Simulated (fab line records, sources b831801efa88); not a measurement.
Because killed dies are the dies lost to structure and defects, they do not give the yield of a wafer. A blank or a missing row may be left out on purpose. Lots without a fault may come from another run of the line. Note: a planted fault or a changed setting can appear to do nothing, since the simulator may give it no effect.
fab line records	flow sky130
record lots=6	wafers=18	last_day=50
route steps=708 shown METAL3@556 PAD_OPEN@708
lots that met no fault: from a run of the same line without faults
start_h: start of the lot's first displayed wafer, in hours after the record's first day	wait_h: hours since the lot's step before	" unchanged from the row above	L1.1+2: one row covering several wafers at once	- no value present, or no start provided	* or withheld: withheld	< > ~ a bound
route shown NAME@n: NAME is a module with steps in the file, n the number in the route of the first one	usual: mean and standard deviation over wafers with no fault	same: alike in all rows	chamber/n: place in a boat	sites: the reading at each site	_std_site: their standard deviation	_edge_site: the outer-site mean with the inner-site mean subtracted	radius_mm: for every site, how far away it sits from the centre of the wafer	mask NAME#n: copy n	behind: the most recent tool/chamber to have shaped the wafer	hold: what put the lot on hold/how long, in hours/how the hold closed	device: names the non-switching transistor (n, p or np)	end of line: tests of these same wafers at the route's end	for a step that has no rows: nothing shown but its recipe	killed: count of dies lost to structure and defects at first sort (not the wafer's yield)	map: a wafer's dies, x killed, . not, _ none there
set.NAME: the setting as run; set.NAME@STEP: as run at that earlier step	model.NAME: the simulator's own value behind a step, which no gauge read
certain route steps with their lots: each step a table, each wafer a row
services: a tool's chamber out of use, with start hour (start_h, from the record's first day; less than 0 if before it), hours out, and reason
## steps
# step SKY_METAL3_HMDS_06
# recipe prime_time_s=60	prime_temp_c=120
# step SKY_METAL3_COAT_07
# recipe resist=BARC	temp_c=withheld	time_s=withheld	spin_rpm=3000	resist_thk_nm=60
# step SKY_METAL3_COAT_08
# recipe resist=KrF-thick	spin_rpm=3000	resist_thk_nm=1140
# step SKY_METAL3_SOFTBAKE_09
# recipe temp_c=100	time_s=90	resist=KrF-thick
# step SKY_METAL3_EXPOSE_10
# recipe mask_id=MM3	na=0.68	source_shape=annular	sigma_inner=0.4	sigma_outer=0.8	target_cd_nm=300	dose_mj=28
# step SKY_METAL3_PEB_11
# recipe peb_temp_c=withheld	peb_time_s=withheld	resist=KrF-thick
# step SKY_METAL3_DEVELOP_12
# recipe develop_time_s=60	resist=KrF-thick	dev_temp_c=21
# step SKY_METAL3_CD_MEAS_13
# recipe target_cd_nm=300
# usual cd_nm=299.6/1.5
lot.wafer	tool	chamber	start_h	wait_h	cd_nm
L880.1	cd_sem-01	-	916.50	-	299.9
L880.3	"	-	"	"	300.0
L880.5	"	-	"	"	299.6
L883.1	cd_sem-01	-	937.70	-	298.1
L883.4	"	-	"	"	301.2
L883.6	"	-	"	"	300.2
L885.2	cd_sem-01	-	964.67	-	298.0
L885.3	"	-	"	"	298.2
L885.4	"	-	"	"	298.6
L888.2	cd_sem-02	-	968.47	-	299.8
L888.3	"	-	"	"	301.3
L888.5	"	-	"	"	299.2
L898.1	cd_sem-02	-	1035.90	-	300.4
L898.5	"	-	"	"	301.8
L898.6	"	-	"	"	300.2
L901.2	cd_sem-01	-	1056.12	-	301.0
L901.3	"	-	"	"	300.9
L901.4	"	-	"	"	300.6
# step SKY_METAL3_OVL_MEAS_14
# usual METAL3_OVL=-3/5.7
lot.wafer	tool	chamber	start_h	wait_h	METAL3_OVL[nm]
L880.1	overlay-02	-	916.62	0.1	4
L880.3	"	-	"	"	0
L880.5	"	-	"	"	3
L883.1	overlay-01	-	937.82	0.1	1
L883.4	"	-	"	"	1
L883.6	"	-	"	"	-8
L885.2	overlay-02	-	964.77	0.1	3
L885.3	"	-	"	"	5
L885.4	"	-	"	"	3
L888.2	overlay-02	-	968.57	0.1	7
L888.3	"	-	"	"	7
L888.5	"	-	"	"	12
L898.1	overlay-02	-	1036.02	0.1	-10
L898.5	"	-	"	"	-1
L898.6	"	-	"	"	-11
L901.2	overlay-02	-	1056.22	0.1	-9
L901.3	"	-	"	"	-5
L901.4	"	-	"	"	0
# step SKY_METAL3_DESCUM_15
# recipe chemistry=O2	source_power_w=150	bias_power_w=0	pressure_mtorr=10	temp_c=40	time_s=8
# usual drypump_motor_current_A=6.0/0.45	oes_product_au=0.998/0.0071
lot.wafer	tool	chamber	start_h	wait_h	drypump_motor_current_A	oes_product_au	rf_hours_counter_h
L880.1	rie_metal-03	1	916.65	0.0	5.1	0.995	7
L880.3	"	1	"	"	5.1	0.997	-
L880.5	"	1	"	"	5.1	1.005	-
L883.1	rie_metal-02	0	937.85	0.0	6.0	0.999	18
L883.4	"	1	"	"	6.2	1.004	-
L883.6	"	0	"	"	6.0	0.995	-
L885.2	rie_metal-02	1	964.80	0.0	6.3	0.995	3
L885.3	"	1	"	"	6.2	1.016	-
L885.4	"	0	"	"	6.1	1.002	-
L888.2	rie_metal-02	1	968.60	0.0	6.2	1.003	4
L888.3	"	0	"	"	6.1	0.989	-
L888.5	"	0	"	"	6.1	1.004	-
L898.1	rie_metal-02	0	1036.05	0.0	6.0	1.002	24
L898.5	"	0	"	"	6.0	0.996	-
L898.6	"	1	"	"	6.2	0.994	-
L901.2	rie_metal-02	0	1056.25	0.0	6.1	0.998	26
L901.3	"	0	"	"	6.1	0.995	-
L901.4	"	1	"	"	6.2	1.014	-
# step SKY_METAL3_ETCH_16
# recipe chemistry=N2/H2	target=BARC	ion_energy_ev=200	bias_w=100	pressure_mtorr=30	n2_flow_sccm=100	h2_flow_sccm=200	icp_w=500	stop_on=SiO2	time_s=88.2	target_depth_a=600
# usual drypump_motor_current_A=6.0/0.45	oes_product_au=0.625/0.0041	throttle_valve_pct=13.205/0.0086
lot.wafer	tool	chamber	start_h	wait_h	drypump_motor_current_A	oes_product_au	rf_hours_counter_h	throttle_valve_pct
L880.1	rie_metal-03	1	916.72	0.1	5.1	0.622	7	13.214
L880.3	"	1	"	"	5.1	0.621	-	13.200
L880.5	"	1	"	"	5.1	0.623	-	13.204
L883.1	rie_metal-02	0	937.88	0.0	6.0	0.613	18	13.211
L883.4	"	1	"	"	6.3	0.629	-	13.196
L883.6	"	0	"	"	6.1	0.623	-	13.187
L885.2	rie_metal-02	1	964.84	0.0	6.2	0.619	3	13.208
L885.3	"	1	"	"	6.2	0.620	-	13.207
L885.4	"	0	"	"	6.1	0.620	-	13.207
L888.2	rie_metal-02	1	968.64	0.0	6.3	0.624	4	13.202
L888.3	"	0	"	"	6.1	0.630	-	13.205
L888.5	"	0	"	"	6.1	0.631	-	13.225
L898.1	rie_metal-02	0	1036.09	0.0	6.0	0.631	24	13.204
L898.5	"	0	"	"	6.1	0.623	-	13.194
L898.6	"	1	"	"	6.2	0.626	-	13.212
L901.2	rie_metal-02	0	1056.29	0.0	6.1	0.620	26	13.208
L901.3	"	0	"	"	6.1	0.624	-	13.195
L901.4	"	1	"	"	6.3	0.624	-	13.208
# step SKY_METAL3_ETCH_17
# recipe target=SiO2	stop_on=TiN	chemistry=C4F8/O2/Ar	source_w=1500	bias_w=1200	pressure_mtorr=40	c4f8_flow_sccm=withheld	O2_flow_sccm=6	Ar_flow_sccm=300	time_s=3.9	target_depth_a=150
# usual oes_product_au=0.755/0.0068
lot.wafer	tool	chamber	start_h	wait_h	oes_product_au	rf_hours_counter_h
L880.1	rie_diel-01	2	916.91	0.2	0.748	10
L880.3	"	1	"	"	0.750	8
L880.5	"	1	"	"	0.761	-
L883.1	rie_diel-04	1	937.98	0.1	0.752	9
L883.4	"	1	"	"	0.758	-
L883.6	"	1	"	"	0.750	-
L885.2	rie_diel-02	1	964.93	0.1	0.762	3
L885.3	"	2	"	"	0.756	14
L885.4	"	3	"	"	0.760	12
L888.2	rie_diel-04	3	968.73	0.1	0.762	0
L888.3	"	2	"	"	0.756	22
L888.5	"	2	"	"	0.761	-
L898.1	rie_diel-04	1	1036.18	0.1	0.743	13
L898.5	"	2	"	"	0.755	-
L898.6	"	3	"	"	0.752	-
L901.2	rie_diel-01	3	1056.38	0.1	0.740	6
L901.3	"	2	"	"	0.746	14
L901.4	"	0	"	"	0.749	15
# step SKY_METAL3_METAL_ETCH_18
# recipe target_depth_a=8450	stop_on=SiO2	over_etch_frac=0.3	time_s=183.1	chemistry=Cl2/BCl3	resist_sidewall_deg=88	pressure_mtorr=10	icp_w=900	bias_w=48.5	Cl2_flow_sccm=60	bcl3_flow_sccm=30
# usual drypump_motor_current_A=5.9/0.52	oes_product_au=0.866/0.0066	throttle_valve_pct=22.263/0.0086
lot.wafer	tool	chamber	start_h	wait_h	drypump_motor_current_A	oes_product_au	rf_hours_counter_h	throttle_valve_pct	model.KrF-thick_of_METAL3_COAT_08.thk_nm	model.METAL3.cd_nm	model.SiO2_of_VIA2_HDPCVD_00.thk_nm
L880.1	rie_metal-01	1	916.93	0.0	6.6	0.875	6	22.255	524	307.2	466.8
L880.3	"	1	"	"	6.6	0.876	-	22.256	530.5	305.3	464.9
L880.5	"	1	"	"	6.6	0.886	-	22.257	528	306.6	464.1
L883.1	rie_metal-03	1	938.01	0.0	5.1	0.865	8	22.280	525.6	297.3	467.1
L883.4	"	1	"	"	5.1	0.874	-	22.268	527.6	298.2	464.6
L883.6	"	0	"	"	5.9	0.873	-	22.271	528.6	298.1	464.9
L885.2	rie_metal-03	0	964.95	0.0	5.9	0.877	2	22.276	334.4	276.2	456.9
L885.3	"	0	"	"	5.8	0.872	-	22.256	346.7	276.8	457.2
L885.4	"	1	"	"	5.1	0.869	-	22.253	334.8	274.7	456.1
L888.2	rie_metal-03	1	968.75	0.0	5.1	0.870	10	22.247	346.3	279.6	454.9
L888.3	"	1	"	"	5.1	0.858	-	22.261	348.8	278.5	457.5
L888.5	"	1	"	"	5.1	0.860	-	22.262	351.8	275.9	455.9
L898.1	rie_metal-01	0	1036.20	0.0	6.1	0.865	5	22.251	529.2	296.3	464.6
L898.5	"	1	"	"	6.6	0.865	-	22.260	526	303.2	464.7
L898.6	"	0	"	"	6.1	0.867	-	22.267	534	294	466.4
L901.2	rie_metal-01	0	1056.40	0.0	6.1	0.851	7	22.264	536	298.1	466.1
L901.3	"	1	"	"	6.5	0.858	-	22.270	537.9	300.6	465.6
L901.4	"	0	"	"	6.1	0.857	-	22.253	532.3	298.7	465.9
# step SKY_METAL3_STRIP_19
# recipe chemistry=O2/N2	power_w=1400	pressure_mtorr=1500	platen_temp_c=withheld	o2_flow_sccm=3000	n2_flow_sccm=300	overash_fraction=0.5
# usual drypump_motor_current_A=5.93/0.26	oes_product_au=0.503/0.0047	strip_time_to_endpoint_s=6.55/0.066
lot.wafer	tool	chamber	start_h	wait_h	drypump_motor_current_A	oes_product_au	rf_hours_counter_h	strip_time_to_endpoint_s
L880.1	plasma_asher-02	0	917.11	0.1	5.64	0.503	18	6.51
L880.3	"	1	"	"	6.38	0.500	-	6.55
L880.5	"	1	"	"	6.40	0.502	-	6.55
L883.1	plasma_asher-04	0	938.19	0.1	5.76	0.500	79	6.51
L883.4	"	0	"	"	5.77	0.505	-	6.54
L883.6	"	1	"	"	5.77	0.498	-	6.56
L885.2	plasma_asher-04	0	965.13	0.1	5.77	0.416	82	4.56
L885.3	"	0	"	"	5.77	0.423	-	4.70
L885.4	"	1	"	"	5.80	0.422	-	4.56
L888.2	plasma_asher-01	0	968.93	0.1	6.12	0.425	52	4.70
L888.3	"	0	"	"	6.12	0.419	-	4.73
L888.5	"	0	"	"	6.13	0.429	-	4.75
L898.1	plasma_asher-02	1	1036.38	0.1	6.42	0.503	30	6.57
L898.5	"	0	"	"	5.63	0.505	-	6.52
L898.6	"	1	"	"	6.42	0.505	-	6.59
L901.2	plasma_asher-01	0	1056.58	0.1	6.15	0.504	59	6.63
L901.3	"	1	"	"	5.89	0.504	-	6.64
L901.4	"	0	"	"	6.14	0.504	-	6.58
# step SKY_METAL3_STRIP_20
# recipe chemistry=post_etch_residue_remover	time_s=1200	temp_c=72.5
# step SKY_PAD_OPEN_PROBE_99
# usual defect_limited_yield=82.2/2.1	killed_at_M0_to_M3=43/8	killed_at_M4_up=2.9/1.6	killed_at_contacts=26/5.2	killed_at_front_end=15/4.3	killed_at_other=0.3/0.56	killed_dies=87/10	killed_open=48/6.9	killed_short=40/6.5	sort_bin_3_pad_short=0.9/0.36	sort_bin_5_function=10.5/1.5	sort_bin_6_memory=6.4/1.3	sort_n_pass=405/10	sort_yield_pct=82.2/2.1
# same gross_dies=492	killed_at_back_side=0	sort_bin_4_leakage[%]=0	sort_bin_8_speed[%]=0
lot.wafer	tool	chamber	start_h	wait_h	defect_limited_yield[%]	killed_at_M0_to_M3	killed_at_M4_up	killed_at_contacts	killed_at_front_end	killed_at_other	killed_dies	killed_open	killed_short	sort_bin_3_pad_short[%]	sort_bin_5_function[%]	sort_bin_6_memory[%]	sort_n_pass	sort_yield_pct[%]	model.etest.met3.width_nm	model.etest.met3.line_ohm_um
L880.1	prober-02	-	1087.50	0.1	80.9	51	1	29	12	1	94	63	31	1.0	11.2	6.9	398	80.9	306.4	0.1362
L880.3	prober-02	-	1087.60	0.2	85.0	35	1	21	17	0	74	32	42	0.6	9.3	5.1	418	85.0	306.9	0.1361
L880.5	prober-02	-	1087.70	0.2	77.8	58	3	34	14	0	109	68	41	0.8	12.4	8.9	383	77.8	307.7	0.1331
L883.1	prober-01	-	1106.21	0.1	82.7	41	2	23	19	0	85	40	45	1.2	9.8	6.3	407	82.7	297.2	0.1417
L883.4	prober-01	-	1106.36	0.2	77.4	67	2	24	18	0	111	64	47	0.8	13.6	8.1	381	77.4	296.1	0.1418
L883.6	prober-01	-	1106.46	0.2	86.6	33	1	23	9	0	66	38	28	0.4	9.6	3.5	426	86.6	295.8	0.1426
L885.2	prober-02	-	1127.16	0.1	81.9	40	1	24	24	0	89	47	42	1.6	10.4	6.1	403	81.9	276	0.1536
L885.3	prober-02	-	1127.21	0.2	79.5	40	4	32	25	0	101	57	44	0.8	11.4	8.3	391	79.5	277.1	0.1496
L885.4	prober-02	-	1127.26	0.2	80.3	45	2	24	25	1	97	51	46	1.4	11.6	6.7	395	80.3	278.1	0.1506
L888.2	prober-01	-	1129.76	0.1	84.6	33	5	25	13	0	76	45	31	0.4	9.1	5.9	416	84.6	279.1	0.1545
L888.3	prober-01	-	1129.81	0.2	80.1	49	2	26	21	0	98	55	43	0.8	13.0	6.1	394	80.1	278	0.1548
L888.5	prober-01	-	1129.91	0.2	85.0	44	1	23	6	0	74	39	35	1.2	9.1	4.7	418	85.0	277.4	0.1527
L898.1	prober-01	-	1182.68	0.1	81.5	44	3	20	24	0	91	49	42	1.0	12.0	5.5	401	81.5	296.1	0.1443
L898.5	prober-01	-	1182.88	0.2	80.9	54	7	23	10	0	94	50	44	1.6	10.0	7.5	398	80.9	299.1	0.1432
L898.6	prober-01	-	1182.93	0.2	85.0	37	2	18	17	0	74	37	37	1.2	7.1	6.7	418	85.0	294.6	0.1456
L901.2	prober-02	-	1197.96	0.1	84.6	27	5	26	18	0	76	41	35	1.0	8.9	5.5	416	84.6	301.2	0.1453
L901.3	prober-02	-	1198.01	0.2	82.7	45	5	21	14	0	85	47	38	1.2	9.8	6.3	407	82.7	302.1	0.1421
L901.4	prober-02	-	1198.06	0.2	79.9	51	3	30	15	0	99	55	44	0.8	12.4	6.9	393	79.9	301.4	0.1462
# killed by level:class
L880.1 CONTACT:geometric_particle:open=15 VIA1:geometric_particle:open=10 VIA2:geometric_particle:open=9 VIA3:geometric_particle:open=8 METAL2:geometric_particle:short=7 FIELD_ISO:geometric_particle:open=6 LI_CONTACT:geometric_particle:open=6 CONTACT:geometric_particle:short=4
L880.3 CONTACT:geometric_particle:open=9 VIA1:geometric_particle:open=9 VIA1:geometric_particle:short=6 SPACER:geometric_particle:short=5 FIELD_ISO:geometric_particle:short=5 POLY_GATE:geometric_particle:short=4 LI_CONTACT:geometric_particle:open=4 CONTACT:geometric_particle:short=4
L880.5 VIA3:geometric_particle:open=14 CONTACT:geometric_particle:open=13 VIA1:geometric_particle:open=11 METAL2:geometric_particle:short=10 LI_CONTACT:geometric_particle:open=8 VIA2:geometric_particle:open=6 FIELD_ISO:geometric_particle:open=5 LOCAL_INTERCONNECT:geometric_particle:short=5
L883.1 CONTACT:geometric_particle:open=11 FIELD_ISO:geometric_particle:short=8 VIA2:geometric_particle:open=7 VIA2:geometric_particle:short=6 VIA3:geometric_particle:short=5 VIA1:geometric_particle:open=5 CONTACT:geometric_particle:short=4 METAL3:geometric_particle:short=4
L883.4 VIA1:geometric_particle:open=16 VIA2:geometric_particle:open=11 CONTACT:geometric_particle:open=8 METAL1:geometric_particle:short=7 LOCAL_INTERCONNECT:geometric_particle:short=6 METAL2:geometric_particle:short=6 LI_CONTACT:geometric_particle:open=5 POLY_GATE:geometric_particle:open=5
L883.6 VIA1:geometric_particle:open=9 CONTACT:geometric_particle:open=8 LI_CONTACT:geometric_particle:open=7 METAL1:geometric_particle:short=6 LOCAL_INTERCONNECT:geometric_particle:short=4 METAL2:geometric_particle:short=4 VIA3:geometric_particle:open=4 FIELD_ISO:geometric_particle:open=3
L885.2 FIELD_ISO:geometric_particle:open=12 VIA2:geometric_particle:open=7 CONTACT:geometric_particle:short=7 VIA3:geometric_particle:open=7 VIA1:geometric_particle:open=6 LI_CONTACT:geometric_particle:short=6 CONTACT:geometric_particle:open=6 VIA1:geometric_particle:short=6
L885.3 VIA1:geometric_particle:open=10 CONTACT:geometric_particle:open=10 VIA3:geometric_particle:open=9 FIELD_ISO:geometric_particle:short=7 LOCAL_INTERCONNECT:geometric_particle:short=7 VIA2:geometric_particle:open=7 POLY_GATE:geometric_particle:short=6 LI_CONTACT:geometric_particle:open=6
L885.4 VIA1:geometric_particle:open=10 VIA3:geometric_particle:open=9 FIELD_ISO:geometric_particle:short=8 VIA1:geometric_particle:short=8 CONTACT:geometric_particle:open=8 FIELD_ISO:geometric_particle:open=7 LI_CONTACT:geometric_particle:open=7 POLY_GATE:geometric_particle:short=5
L888.2 CONTACT:geometric_particle:open=17 VIA1:geometric_particle:open=11 VIA1:geometric_particle:short=6 VIA3:geometric_particle:open=5 CONTACT:geometric_particle:short=4 METAL2:geometric_particle:short=4 FIELD_ISO:geometric_particle:short=3 POLY_GATE:geometric_particle:open=3
L888.3 VIA1:geometric_particle:open=16 CONTACT:geometric_particle:open=11 FIELD_ISO:geometric_particle:open=8 VIA3:geometric_particle:open=8 METAL1:geometric_particle:short=7 METAL2:geometric_particle:short=6 LI_CONTACT:geometric_particle:short=5 CONTACT:geometric_particle:short=5
L888.5 VIA1:geometric_particle:open=9 VIA3:geometric_particle:open=7 LI_CONTACT:geometric_particle:open=7 CONTACT:geometric_particle:open=7 METAL2:geometric_particle:short=7 VIA1:geometric_particle:short=6 CONTACT:geometric_particle:short=5 METAL1:geometric_particle:short=4
L898.1 POLY_GATE:geometric_particle:short=10 VIA1:geometric_particle:open=9 VIA1:geometric_particle:short=8 CONTACT:geometric_particle:open=7 VIA2:geometric_particle:open=7 FIELD_ISO:geometric_particle:open=6 LI_CONTACT:geometric_particle:open=5 VIA3:geometric_particle:open=5
L898.5 VIA1:geometric_particle:open=15 CONTACT:geometric_particle:open=13 VIA2:geometric_particle:open=9 METAL2:geometric_particle:short=7 CONTACT:geometric_particle:short=6 VIA3:geometric_particle:open=6 METAL4:geometric_particle:short=5 VIA1:geometric_particle:short=5
L898.6 VIA1:geometric_particle:open=12 CONTACT:geometric_particle:open=7 METAL1:geometric_particle:short=7 FIELD_ISO:geometric_particle:short=6 FIELD_ISO:geometric_particle:open=5 POLY_GATE:geometric_particle:short=4 LOCAL_INTERCONNECT:geometric_particle:short=4 VIA2:geometric_particle:open=4
L901.2 VIA1:geometric_particle:open=11 LI_CONTACT:geometric_particle:open=7 FIELD_ISO:geometric_particle:open=6 LOCAL_INTERCONNECT:geometric_particle:short=6 CONTACT:geometric_particle:open=6 FIELD_ISO:geometric_particle:short=5 CONTACT:geometric_particle:short=5 METAL1:geometric_particle:short=4
L901.3 LI_CONTACT:geometric_particle:open=10 VIA1:geometric_particle:open=8 VIA1:geometric_particle:short=7 VIA3:geometric_particle:open=6 CONTACT:geometric_particle:short=5 METAL1:geometric_particle:short=5 VIA2:geometric_particle:open=5 METAL2:geometric_particle:short=5
L901.4 VIA1:geometric_particle:open=14 CONTACT:geometric_particle:open=10 LI_CONTACT:geometric_particle:open=9 METAL1:geometric_particle:short=7 METAL2:geometric_particle:short=6 VIA2:geometric_particle:open=6 FIELD_ISO:geometric_particle:short=5 CONTACT:geometric_particle:short=5
## services
tool	chamber	start_h	hours	kind
rie_metal-01	1	897.80	8.6	repair
rie_metal-01	0	898.06	2.3	repair
rie_metal-03	0	898.41	-	clean
rie_metal-03	0	898.41	18.3	scheduled_down
rie_metal-03	0	898.41	18.3	vent_cycle
rie_diel-01	1	907.74	8.9	repair
plasma_asher-01	-	911.88	0.8	repair
rie_diel-04	2	914.48	2.0	repair
plasma_asher-01	-	914.94	16.5	repair
plasma_asher-01	-	917.33	0.3	repair
rie_metal-01	0	921.44	-	clean
rie_metal-01	0	921.44	18.4	scheduled_down
rie_metal-01	0	921.44	18.4	vent_cycle
rie_diel-04	2	933.97	7.7	repair
rie_metal-01	-	954.52	0.3	repair
rie_diel-04	0	971.30	17.9	repair
rie_metal-02	1	973.83	2.1	repair
rie_diel-02	-	980.00	14.6	pm
rie_diel-04	3	983.01	36.8	repair
plasma_asher-01	-	986.96	5.2	repair
plasma_asher-01	-	1004.01	12.9	pm
plasma_asher-02	-	1016.52	2.8	pm
plasma_asher-01	-	1024.75	1.3	repair
rie_metal-03	1	1034.65	12.2	repair
## key
first_sign step=SKY_METAL3_STRIP_19	reading=strip_time_to_endpoint_s	direction=down	sigmas=29	usual=*	struck=*
effect step=SKY_METAL3_STRIP_19	reading=oes_product_au	direction=down	sigmas=17	usual=0.503	struck=0.422
model_effect step=SKY_METAL3_METAL_ETCH_18	value=KrF-thick_of_METAL3_COAT_08.thk_nm	without=529.2	struck=343.8
model_effect step=SKY_PAD_OPEN_PROBE_99	value=etest.met3.width_nm	without=297.8	struck=277.6
met_at SKY_METAL3_METAL_ETCH_18
struck_wafers L885.2,L885.3,L885.4,L888.2,L888.3,L888.5
onset_between 938.01 964.95
fault kind=process_parameter_drift	tool=rie_metal-03	chamber=-	onset_h=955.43	steps=SKY_METAL3_METAL_ETCH_18	channel=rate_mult	offset=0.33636	shape=step	end_h=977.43
